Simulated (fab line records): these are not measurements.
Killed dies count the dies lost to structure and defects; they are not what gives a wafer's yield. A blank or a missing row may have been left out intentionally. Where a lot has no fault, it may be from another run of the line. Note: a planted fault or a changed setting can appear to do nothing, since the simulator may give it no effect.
Which tool did it? + flow gf180mcu + 18 wafers from 6 lots sampled at 4 of the route's 602 steps

== WHAT THE GAUGES SHOWED, per wafer ==
GF_M2_CD_MEAS_14: target cd 280 nm.
| lot  | measured     | on        | cd_nm (nm)        |
|------|--------------|-----------|-------------------|
| L177 | day 19 13:41 | cd_sem-01 | 278.5 279.5 279.4 |
| L180 | day 21 00:01 | cd_sem-02 | 280.6 280.7 280.0 |
| L182 | day 21 16:35 | cd_sem-02 | 281.3 280.0 280.7 |
| L192 | day 24 23:35 | cd_sem-02 | 279.4 281.2 281.2 |
| L194 | day 25 16:29 | cd_sem-02 | 286.7 287.2 286.7 |
| L196 | day 26 04:22 | cd_sem-02 | 282.2 281.2 280.4 |

== EACH LOT AND THE TOOL THAT RAN IT (in order: tool; ch and the chambers of the sampled wafers; start) ==
| lot  | GF_M1_SPUTTER_04             | GF_V1_ETCH_17                                 | GF_M2_DEVELOP_13                  |
|------|------------------------------|-----------------------------------------------|-----------------------------------|
| L177 | pvd_sputter-03, day 16 12:45 | rie_diel-02 ch 1,2,3, day 19 13:27 or earlier | litho_track-02 ch 0, day 19 13:27 |
| L180 | pvd_sputter-03, day 17 20:45 | rie_diel-04 ch 0,1,2, day 20 23:52 or earlier | litho_track-04 ch 0, day 20 23:52 |
| L182 | pvd_sputter-02, day 18 13:10 | rie_diel-02 ch 0,1,2, day 21 16:26 or earlier | litho_track-01 ch 0, day 21 16:26 |
| L192 | pvd_sputter-04, day 22 00:46 | rie_diel-03 ch 1,3, day 24 23:27 or earlier   | litho_track-04 ch 0, day 24 23:27 |
| L194 | pvd_sputter-02, day 22 14:18 | rie_diel-03 ch 0,1,3, day 25 16:20 or earlier | litho_track-01 ch 0, day 25 16:20 |
| L196 | pvd_sputter-04, day 23 08:28 | rie_diel-02 ch 0,2,3, day 26 04:13 or earlier | litho_track-04 ch 0, day 26 04:13 |
- GF_M1_SPUTTER_04: material TiN, target thk 50 nm, time 41.7 s.
- GF_V1_ETCH_17: etches SiO2 in C4F8/O2/Ar, stops on TiN, target depth 630 nm.
- GF_M2_DEVELOP_13: develop time 60 s.

== THE ANSWER, worked out from the rows above alone ==
Rule: the usual values come from the lots themselves. Put in order of their means at a reading, lots are off if they are a third of the lots or fewer, leave a main group of 4 or more, and stand apart from it by a gap of 3 or more times the standard deviation of the main group's means; of several such gaps the widest counts. A main group is skipped when, at the precision printed for the reading in the tables above, its means are all equal. Also off: a lot with no number at a reading for which 4 or more lots have one. Where the step has rows for the other lots, those lots are counted as sound.
Off: L194, at GF_M2_CD_MEAS_14 (cd_nm). The main group has a mean of 280.4 nm with a standard deviation of 0.7.
A tool fits if, at a process step before that reading, it ran every lot that is off, and no sound lot after the first of them. The gauges at GF_M2_CD_MEAS_14 are tried like those tools. Because GF_V1_ETCH_17 lacks a start for some lots, the hours and order of its lots are taken from GF_M2_DEVELOP_13. Can't be told from this: 3 tools fit, pvd_sputter-02 at GF_M1_SPUTTER_04, rie_diel-03 at GF_V1_ETCH_17, litho_track-01 at GF_M2_DEVELOP_13.

== WHAT THE SIMULATOR PUT IN ==
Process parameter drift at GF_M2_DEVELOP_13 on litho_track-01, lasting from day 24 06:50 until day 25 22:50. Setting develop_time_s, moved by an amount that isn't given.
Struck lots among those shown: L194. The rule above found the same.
